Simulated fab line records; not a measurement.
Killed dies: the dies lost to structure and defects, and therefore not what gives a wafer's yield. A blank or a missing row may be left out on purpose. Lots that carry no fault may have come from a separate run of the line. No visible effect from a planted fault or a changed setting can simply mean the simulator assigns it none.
fab line records ; flow sky130
[record] lots = 6; wafers = 17; last-day = 50
route steps=708 shown LI_CONTACT@370 PAD_OPEN@708
lots that met no fault: from a run of the same line without faults
start-h: start of the lot's first displayed wafer, in hours after the record's first day ; wait-h: hours since the lot's step before ; " same as the row above ; L1.1+2: a single row standing in for several wafers ; - value missing, or start not given ; * or withheld: withheld ; < > ~ a bound
route shown NAME@n: names a module that has steps shown in the file, with the first one's number in the route ; usual: the fault-free wafers' mean and standard deviation ; same: alike in all rows ; chamber/n: place in a boat ; sites: the reading at each site ; _std_site: standard deviation of those values ; _edge_site: the outer-site mean with the inner-site mean subtracted ; radius-mm: how far each site lies from the wafer's centre ; mask NAME#n: copy n ; behind: tool/chamber where the wafer was last shaped ; hold: the reason the lot was held/the length of the hold in hours/how it ended ; device: the n, p or np transistor that did not switch ; end of line: the tests these same wafers got at the end of their route ; step lacking rows: just its recipe ; killed: dies that structure and defects cost at the first sort, which is not the same as the wafer's yield ; map: the dies of a wafer, with x for killed, . for not killed, _ for no die there
set.NAME: the setting as run; set.NAME@STEP: as run at that earlier step ; model.NAME: the simulator's own value behind a step, which no gauge read
certain route steps with their lots: each step a table, each wafer a row
services: the hour from which a tool's chamber was out of use, counted from the record's first day as start-h (under 0 if before that day), plus the number of hours and why
[[steps]]
[step SKY_LI_CONTACT_SOFTBAKE_08]
[recipe] temp-c = 100; time-s = 90; resist = KrF-thick
[step SKY_LI_CONTACT_EXPOSE_09]
[recipe] mask-id = LICM1; na = 0.8; source-shape = annular; sigma-inner = 0.55; sigma-outer = 0.85; target-cd-nm = 170; dose-mj = 38
[step SKY_LI_CONTACT_PEB_10]
[recipe] peb-temp-c = withheld; peb-time-s = withheld; resist = KrF-thick
[step SKY_LI_CONTACT_DEVELOP_11]
[recipe] develop-time-s = 60; resist = KrF-thick; dev-temp-c = 21
[step SKY_LI_CONTACT_CD_MEAS_12]
[recipe] target-cd-nm = 170
[usual] cd-nm = 170.7/1.6
lot.wafer;tool;chamber;start-h;wait-h;cd-nm
L455.2;cd-sem-01;-;671.72;-;173.9
L455.4;cd-sem-01;-;671.72;-;172.7
L455.6;cd-sem-01;-;671.72;-;172.7
L456.1;cd-sem-02;-;687.82;-;169.1
L456.3;cd-sem-02;-;687.82;-;168.4
L456.6;cd-sem-02;-;687.82;-;168.2
L466.1;cd-sem-01;-;792.60;-;171.4
L466.2;cd-sem-01;-;792.60;-;171.5
L466.6;cd-sem-01;-;792.60;-;170.7
L467.2;cd-sem-01;-;796.92;-;170.4
L467.4;cd-sem-01;-;796.92;-;171.2
L467.6;cd-sem-01;-;796.92;-;169.8
L471.3;cd-sem-01;-;813.11;-;170.8
L471.6;cd-sem-01;-;813.11;-;172.3
L476.2;cd-sem-02;-;846.67;-;170.8
L476.4;cd-sem-02;-;846.67;-;170.5
L476.6;cd-sem-02;-;846.67;-;170.8
[step SKY_LI_CONTACT_OVL_MEAS_13]
[usual] LI_CONTACT_OVL = -2/4.8
lot.wafer;tool;chamber;start-h;wait-h;LI_CONTACT_OVL[nm]
L455.2;overlay-01;-;671.83;0.1;-1
L455.4;overlay-01;-;671.83;0.1;-4
L455.6;overlay-01;-;671.83;0.1;3
L456.1;overlay-01;-;687.94;0.1;-2
L456.3;overlay-01;-;687.94;0.1;-11
L456.6;overlay-01;-;687.94;0.1;-8
L466.1;overlay-01;-;792.72;0.1;-4
L466.2;overlay-01;-;792.72;0.1;-7
L466.6;overlay-01;-;792.72;0.1;-5
L467.2;overlay-01;-;797.02;0.1;2
L467.4;overlay-01;-;797.02;0.1;1
L467.6;overlay-01;-;797.02;0.1;-2
L471.3;overlay-01;-;813.20;0.1;1
L471.6;overlay-01;-;813.20;0.1;-1
L476.2;overlay-02;-;846.77;0.1;-2
L476.4;overlay-02;-;846.77;0.1;-5
L476.6;overlay-02;-;846.77;0.1;-6
[step SKY_LI_CONTACT_ETCH_14]
[recipe] chemistry = N2/H2; target = BARC; ion-energy-ev = 200; source-w = 500; bias-w = 100; pressure-mtorr = 30; n2-flow-sccm = 100; h2-flow-sccm = 200; stop-on = SiO2; time-s = 45.9; target-depth-a = 600
[usual] drypump-motor-current-A = 5.8/0.43; oes-product-au = 0.854/0.0044; throttle-valve-pct = 13.225/0.0093
lot.wafer;tool;chamber;start-h;wait-h;drypump-motor-current-A;oes-product-au;rf-hours-counter-h;throttle-valve-pct
L455.2;rie-diel-02;1;671.86;0.0;6.1;0.854;8;13.207
L455.4;rie-diel-02;1;671.86;0.0;6.2;0.854;-;13.205
L455.6;rie-diel-02;3;671.86;0.0;5.8;0.860;-;13.229
L456.1;rie-diel-04;3;687.98;0.0;6.7;0.858;11;13.224
L456.3;rie-diel-04;2;687.98;0.0;5.6;0.850;14;13.244
L456.6;rie-diel-04;0;687.98;0.0;4.9;0.855;-;13.220
L466.1;rie-diel-04;1;792.75;0.0;5.7;0.857;8;13.217
L466.2;rie-diel-04;2;792.75;0.0;5.6;0.859;16;13.222
L466.6;rie-diel-04;0;792.75;0.0;4.9;0.849;-;13.214
L467.2;rie-diel-04;2;797.05;0.0;5.6;0.857;16;13.220
L467.4;rie-diel-04;3;797.05;0.0;6.7;0.858;14;13.208
L467.6;rie-diel-04;2;797.05;0.0;5.6;0.856;-;13.229
L471.3;rie-diel-03;0;813.23;0.0;5.9;0.855;14;13.217
L471.6;rie-diel-03;3;813.23;0.0;5.8;0.848;-;13.219
L476.2;rie-diel-02;2;846.80;0.0;6.3;0.851;5;13.222
L476.4;rie-diel-02;3;846.80;0.0;5.8;0.856;1;13.213
L476.6;rie-diel-02;3;846.80;0.0;5.8;0.855;-;13.225
[step SKY_LI_CONTACT_ETCH_15]
[recipe] target = PSG; chemistry = C4F8/O2/Ar; stop-on = Si; taper-deg = 4.15; mask-material = KrF-thick; source-w = 1500; bias-w = 1200; pressure-mtorr = 40; c4f8-flow-sccm = withheld; O2_flow_sccm = 6; Ar_flow_sccm = 300; time-s = withheld; target-depth-a = 6000
[usual] oes-product-au = 0.837/0.0051
lot.wafer;tool;chamber;start-h;wait-h;oes-product-au
L455.2;rie-diel-02;1;671.90;0.0;0.839
L455.4;rie-diel-02;1;671.90;0.0;0.825
L455.6;rie-diel-02;3;671.90;0.0;0.844
L456.1;rie-diel-04;3;688.02;0.0;0.848
L456.3;rie-diel-04;2;688.02;0.0;0.847
L456.6;rie-diel-04;0;688.02;0.0;0.838
L466.1;rie-diel-04;1;792.80;0.0;0.842
L466.2;rie-diel-04;2;792.80;0.0;0.836
L466.6;rie-diel-04;0;792.80;0.0;0.829
L467.2;rie-diel-04;2;797.10;0.0;0.832
L467.4;rie-diel-04;3;797.10;0.0;0.832
L467.6;rie-diel-04;2;797.10;0.0;0.833
L471.3;rie-diel-03;0;813.27;0.0;0.847
L471.6;rie-diel-03;3;813.27;0.0;0.834
L476.2;rie-diel-02;2;846.85;0.0;0.838
L476.4;rie-diel-02;3;846.85;0.0;0.828
L476.6;rie-diel-02;3;846.85;0.0;0.837
[step SKY_LI_CONTACT_STRIP_16]
[recipe] chemistry = O2/N2; power-w = 1400; pressure-mtorr = 1500; platen-temp-c = withheld; o2-flow-sccm = 3000; n2-flow-sccm = 300; overash-fraction = 0.5
[usual] drypump-motor-current-A = 5.6/0.51; oes-product-au = 0.374/0.0045; strip-time-to-endpoint-s = 3.47/0.034
lot.wafer;tool;chamber;start-h;wait-h;drypump-motor-current-A;oes-product-au;rf-hours-counter-h;strip-time-to-endpoint-s
L455.2;plasma-asher-02;0;671.99;-;5.7;0.371;24;3.59
L455.4;plasma-asher-02;0;671.99;-;5.7;0.377;-;3.56
L455.6;plasma-asher-02;0;671.99;-;5.7;0.376;-;3.48
L456.1;plasma-asher-02;1;688.10;-;4.7;0.369;26;3.39
L456.3;plasma-asher-02;1;688.10;-;4.7;0.376;-;3.37
L456.6;plasma-asher-02;0;688.10;-;5.7;0.381;-;3.46
L466.1;plasma-asher-02;1;792.88;-;4.7;0.371;38;3.50
L466.2;plasma-asher-02;0;792.88;-;5.7;0.369;38;3.43
L466.6;plasma-asher-02;0;792.88;-;5.7;0.378;-;3.49
L467.2;plasma-asher-01;1;797.18;-;5.3;0.364;69;3.43
L467.4;plasma-asher-01;1;797.18;-;5.3;0.372;-;3.42
L467.6;plasma-asher-01;0;797.18;-;5.4;0.374;-;3.39
L471.3;plasma-asher-03;1;813.39;-;5.9;0.375;-;3.51
L471.6;plasma-asher-03;1;813.39;-;5.9;0.369;-;3.51
L476.2;plasma-asher-01;0;846.93;-;5.4;0.367;74;3.47
L476.4;plasma-asher-01;1;846.93;-;5.3;0.371;-;3.53
L476.6;plasma-asher-01;1;846.93;-;5.3;0.379;-;3.52
[step SKY_LI_CONTACT_CLEAN_17]
[recipe] chemistry = NMP; time-s = 600; temp-c = 60; dry = n2-spin
[step SKY_LI_CONTACT_PRE_CLEAN_18]
[recipe] gas = Ar; time-s = 5.6; bias-v = 358
[step SKY_LI_CONTACT_SPUTTER_19]
[recipe] material = Ti; target-thk-nm = 20; chamber-pressure-pa = 5; power-w = 2500; substrate-temp-c = 200; time-s = 106.37
[usual] throttle-valve-pct = 29.6/0.84
lot.wafer;tool;chamber;start-h;wait-h;throttle-valve-pct
L455.2;pvd-sputter-02;-;672.28;0.0;29.0
L455.4;pvd-sputter-02;-;672.28;0.0;29.4
L455.6;pvd-sputter-02;-;672.28;0.0;28.3
L456.1;pvd-sputter-04;-;688.40;0.0;31.4
L456.3;pvd-sputter-04;-;688.40;0.0;28.4
L456.6;pvd-sputter-04;-;688.40;0.0;29.8
L466.1;pvd-sputter-03;-;793.18;0.0;30.3
L466.2;pvd-sputter-03;-;793.18;0.0;30.0
L466.6;pvd-sputter-03;-;793.18;0.0;28.5
L467.2;pvd-sputter-02;-;797.48;0.0;29.5
L467.4;pvd-sputter-02;-;797.48;0.0;30.1
L467.6;pvd-sputter-02;-;797.48;0.0;29.6
L471.3;pvd-sputter-02;-;813.65;0.0;28.9
L471.6;pvd-sputter-02;-;813.65;0.0;28.3
L476.2;pvd-sputter-03;-;847.23;0.0;28.9
L476.4;pvd-sputter-03;-;847.23;0.0;30.1
L476.6;pvd-sputter-03;-;847.23;0.0;29.7
[step SKY_LI_CONTACT_SPUTTER_20]
[recipe] material = TiN; target-thk-nm = 20; chamber-pressure-pa = 5; power-w = 4000; time-s = 80
[usual] throttle-valve-pct = 29.6/0.8
lot.wafer;tool;chamber;start-h;wait-h;throttle-valve-pct;model.TiN_of_LI_CONTACT_SPUTTER_20.thk-nm
L455.2;pvd-sputter-02;-;672.36;0.0;29.0;19.94
L455.4;pvd-sputter-02;-;672.36;0.0;29.4;19.98
L455.6;pvd-sputter-02;-;672.36;0.0;28.4;19.5
L456.1;pvd-sputter-04;-;688.48;0.0;31.3;19.57
L456.3;pvd-sputter-04;-;688.48;0.0;28.5;19.86
L456.6;pvd-sputter-04;-;688.48;0.0;30.3;19.84
L466.1;pvd-sputter-03;-;793.25;0.0;30.1;20.21
L466.2;pvd-sputter-03;-;793.25;0.0;29.9;19.95
L466.6;pvd-sputter-03;-;793.25;0.0;28.9;19.81
L467.2;pvd-sputter-02;-;797.55;0.0;29.7;20.47
L467.4;pvd-sputter-02;-;797.55;0.0;29.9;20.23
L467.6;pvd-sputter-02;-;797.55;0.0;29.7;16.66
L471.3;pvd-sputter-02;-;813.73;0.0;29.1;20.43
L471.6;pvd-sputter-02;-;813.73;0.0;28.3;16.6
L476.2;pvd-sputter-03;-;847.30;0.0;28.9;19.81
L476.4;pvd-sputter-03;-;847.30;0.0;30.3;20.25
L476.6;pvd-sputter-03;-;847.30;0.0;29.5;19.78
[step SKY_LI_CONTACT_CVD_21]
[recipe] material = W; target-thk-nm = 400; time-s = 120.56; temp-c = 400; pressure-torr = 40
[usual] chamber-pressure-Torr = 40.01/0.085; heater-power-outer-w = 516/52; heater-power-w = 848/51
lot.wafer;tool;chamber;start-h;wait-h;chamber-pressure-Torr;heater-power-outer-w;heater-power-w
L455.2;cvd-w-02;0;672.42;0.0;39.96;547;878
L455.4;cvd-w-02;0;672.42;0.0;39.97;570;868
L455.6;cvd-w-02;1;672.42;0.0;39.97;475;831
L456.1;cvd-w-02;1;688.54;0.0;40.03;475;836
L456.3;cvd-w-02;1;688.54;0.0;40.05;474;831
L456.6;cvd-w-02;1;688.54;0.0;40.02;477;858
L466.1;cvd-w-01;0;793.31;0.0;39.97;458;767
L466.2;cvd-w-01;0;793.31;0.0;40.01;459;780
L466.6;cvd-w-01;0;793.31;0.0;40.00;463;773
L467.2;cvd-w-01;0;797.66;0.1;39.98;469;771
L467.4;cvd-w-01;0;797.66;0.1;40.09;456;777
L467.6;cvd-w-01;0;797.66;0.1;40.07;467;784
L471.3;cvd-w-01;0;813.83;0.1;40.14;460;769
L471.6;cvd-w-01;0;813.83;0.1;40.22;466;788
L476.2;cvd-w-01;0;847.36;0.0;39.90;470;780
L476.4;cvd-w-01;1;847.36;0.0;40.02;595;920
L476.6;cvd-w-01;1;847.36;0.0;39.98;585;915
[step SKY_PAD_OPEN_PROBE_99]
[usual] killed_at_M0_to_M3 = 43/7.8; killed_at_M4_up = 3.2/1.7; killed-at-contacts = 24/5.2; killed-at-front-end = 15/4.5; killed-at-other = 0.4/0.65; killed-dies = 87/9.1; killed-open = 47/7.3; killed-short = 40/6.5
[same] gross-dies = 492; killed-at-back-side = 0
lot.wafer;tool;chamber;start-h;wait-h;killed_at_M0_to_M3;killed_at_M4_up;killed-at-contacts;killed-at-front-end;killed-at-other;killed-dies;killed-open;killed-short
L455.2;prober-02;-;1070.28;0.1;62;4;19;13;1;99;56;43
L455.4;prober-02;-;1070.38;0.2;44;0;20;19;0;83;51;32
L455.6;prober-02;-;1070.48;0.2;45;5;34;23;0;107;54;53
L466.1;prober-01;-;1156.67;0.1;40;1;21;12;0;74;41;33
L466.2;prober-01;-;1156.72;0.1;53;2;32;7;0;94;45;49
L466.6;prober-01;-;1156.92;0.2;39;1;23;18;1;82;52;27
L467.2;prober-02;-;1161.97;0.1;54;3;23;15;0;95;42;53
L467.4;prober-02;-;1162.07;0.2;49;4;25;9;0;87;48;39
L467.6;prober-02;-;1162.17;0.2;45;5;22;16;0;88;42;46
// killed by level:class
L455.2 VIA2:geometric-particle:open=11 VIA3:geometric-particle:open=11 VIA1:geometric-particle:open=9 METAL1:geometric-particle:short=9 VIA1:geometric-particle:short=6 FIELD_ISO:geometric-particle:open=5 LI_CONTACT:geometric-particle:open=5 LOCAL_INTERCONNECT:geometric-particle:short=5
L455.4 VIA3:geometric-particle:open=11 CONTACT:geometric-particle:open=9 POLY_GATE:geometric-particle:open=8 VIA1:geometric-particle:open=8 VIA1:geometric-particle:short=5 VIA2:geometric-particle:short=4 METAL2:geometric-particle:short=4 VIA2:geometric-particle:open=4
L455.6 VIA1:geometric-particle:open=13 LI_CONTACT:geometric-particle:open=10 CONTACT:geometric-particle:open=10 CONTACT:geometric-particle:short=8 POLY_GATE:geometric-particle:short=8 FIELD_ISO:geometric-particle:short=7 VIA1:geometric-particle:short=7 VIA3:geometric-particle:open=6
L466.1 METAL2:geometric-particle:short=8 VIA1:geometric-particle:open=8 CONTACT:geometric-particle:open=7 FIELD_ISO:geometric-particle:open=5 LOCAL_INTERCONNECT:geometric-particle:open=5 VIA3:geometric-particle:open=5 FIELD_ISO:geometric-particle:short=4 LOCAL_INTERCONNECT:geometric-particle:short=3
L466.2 VIA1:geometric-particle:open=10 LOCAL_INTERCONNECT:geometric-particle:short=10 VIA3:geometric-particle:open=10 CONTACT:geometric-particle:short=8 CONTACT:geometric-particle:open=7 VIA1:geometric-particle:short=7 METAL1:geometric-particle:short=5 VIA2:geometric-particle:open=5
L466.6 VIA3:geometric-particle:open=10 VIA1:geometric-particle:open=9 CONTACT:geometric-particle:open=9 LI_CONTACT:geometric-particle:open=6 VIA2:geometric-particle:open=5 FIELD_ISO:geometric-particle:open=4 FIELD_ISO:geometric-particle:short=4 VIA2:geometric-particle:short=4
L467.2 METAL2:geometric-particle:short=15 CONTACT:geometric-particle:open=9 METAL1:geometric-particle:short=7 VIA3:geometric-particle:open=7 FIELD_ISO:geometric-particle:open=6 VIA2:geometric-particle:open=5 VIA1:geometric-particle:open=5 FIELD_ISO:geometric-particle:short=4
L467.4 VIA1:geometric-particle:open=13 CONTACT:geometric-particle:open=11 METAL2:geometric-particle:short=8 VIA1:geometric-particle:short=7 LI_CONTACT:geometric-particle:open=6 VIA2:geometric-particle:open=5 VIA3:geometric-particle:short=4 VIA3:geometric-particle:open=4
L467.6 VIA1:geometric-particle:open=11 CONTACT:geometric-particle:open=8 METAL2:geometric-particle:short=7 FIELD_ISO:geometric-particle:short=6 VIA2:geometric-particle:open=6 VIA3:geometric-particle:open=5 METAL4:geometric-particle:short=5 POLY_GATE:geometric-particle:short=4
[[services]]
tool;chamber;start-h;hours;kind
rie-diel-02;2;649.90;-;clean
rie-diel-02;3;650.54;15.5;repair
pvd-sputter-02;-;654.88;1.0;repair
rie-diel-04;2;658.31;6.6;repair
pvd-sputter-02;-;664.76;2.0;repair
plasma-asher-01;-;710.08;14.6;pm
cvd-w-02;-;719.27;0.5;repair
pvd-sputter-02;-;728.73;6.8;repair
pvd-sputter-02;-;734.99;3.5;repair
rie-diel-03;-;735.82;14.6;pm
cvd-w-01;-;755.44;19.2;repair
cvd-w-01;0;769.08;3.1;repair
plasma-asher-01;-;776.87;2.8;pm
rie-diel-04;0;778.33;11.9;repair
rie-diel-03;0;780.75;2.1;repair
rie-diel-02;2;787.14;2.9;repair
cvd-w-01;1;788.79;10.5;repair
pvd-sputter-04;-;789.37;1.3;repair
plasma-asher-02;-;799.19;0.6;repair
cvd-w-02;-;800.95;1.3;repair
rie-diel-04;1;814.86;4.7;repair
pvd-sputter-02;-;815.49;1.7;repair
rie-diel-04;-;839.80;2.8;pm
pvd-sputter-03;-;841.88;4.9;repair
[[key]]
first-sign none at tools or gauges
[model-effect] step = SKY_LI_CONTACT_SPUTTER_20; value = TiN_of_LI_CONTACT_SPUTTER_20.thk-nm; without = 20.33; struck = 16.63
met-at SKY_LI_CONTACT_SPUTTER_20
struck-wafers L467.6,L471.6
tester-left-out L467,L471
onset-between 672.36 797.55
[fault] kind = process-parameter-drift; tool = pvd-sputter-02; chamber = -; onset-h = 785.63; steps = SKY_LI_CONTACT_SPUTTER_20; channel = time-s; offset = *; shape = step; end-h = 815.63; scope = struck-wafers-only; acts-in = *; stated = *
// tester-left-out: of these lots the tester's yield and bins aren't shown, on N5 and GAA mostly nor the transistor test; their killed dies are dies lost to structure and defects alone, not to doping, threshold or leakage, so they don't give the yield
